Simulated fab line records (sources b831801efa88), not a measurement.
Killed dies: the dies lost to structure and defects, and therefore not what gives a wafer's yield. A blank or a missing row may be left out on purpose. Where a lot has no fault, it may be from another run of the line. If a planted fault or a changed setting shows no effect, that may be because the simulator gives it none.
Chamber matching    flow sky130    4 sister chambers for SKY_CONTACT_ETCH_16 on rie diel-04
The step etches BARC in N2/H2, stops on SiO2, time 45.9 s, target depth 60 nm. 16 wafers are shown with their chamber, then 8 later ones without.

EACH WAFER AND ITS CHAMBER
wafer   chamber  drypump motor current A (A)  oes product au (a.u.)  throttle valve pct (%)
L074.3  1        4.9                          0.853                  13.212
L074.5  0        5.4                          0.856                  13.225
L074.6  3        4.8                          0.857                  13.247
L082.1  1        5.0                          0.862                  13.219
L082.5  2        5.7                          0.851                  13.214
L082.6  3        4.8                          0.858                  13.220
L083.1  3        4.8                          0.853                  13.227
L083.2  2        5.7                          0.858                  13.227
L083.4  1        4.9                          0.849                  13.235
L086.4  0        5.4                          0.857                  13.219
L086.5  2        5.7                          0.849                  13.220
L086.6  1        5.0                          0.853                  13.223
L089.1  0        5.5                          0.857                  13.230
L089.4  2        5.7                          0.855                  13.241
L089.5  2        5.7                          0.859                  13.237
L088.2  2        5.7                          0.852                  13.226

SIGNATURES, as means of the wafers listed above
reading                  chamber 0  chamber 1  chamber 2  chamber 3  scatter within a chamber
drypump motor current A  5.433      4.950      5.700      4.800      0.0373
oes product au           0.85667    0.85425    0.85400    0.85600    0.00393
throttle valve pct       13.22467   13.22225   13.22750   13.23133   0.0102
Rule: a wafer's distance from a chamber is the root of the sum, over the readings, of the square of ((its reading less the chamber's mean) divided by the reading's scatter). If the next closest chamber is less than 2 further off than the closest, the wafer can't be placed; otherwise it belongs to the closest. The scatter: take each reading less its chamber's mean, square it, sum over the shown wafers, divide by the number of wafers less the number of chambers, and take the root.

WAFERS WITH NO CHAMBER GIVEN
wafer   drypump motor current A (A)  oes product au (a.u.)  throttle valve pct (%)
L088.3  5.4                          0.858                  13.216
L088.5  5.4                          0.861                  13.230
L091.1  5.7                          0.861                  13.222
L091.3  4.8                          0.853                  13.218
L091.4  5.7                          0.853                  13.234
L095.1  5.7                          0.853                  13.219
L095.2  5.5                          0.850                  13.217
L095.5  5.4                          0.850                  13.227

EACH ONE'S CHAMBER
wafer   from the rows above  in truth
L088.3  0                    0
L088.5  0                    0
L091.1  2                    2
L091.3  3                    3
L091.4  2                    2
L095.1  2                    2
L095.2  0                    0
L095.5  0                    0
Correct placement for 8 of the 8. Left unplaced by these rows: 0. Placed wrongly: 0.
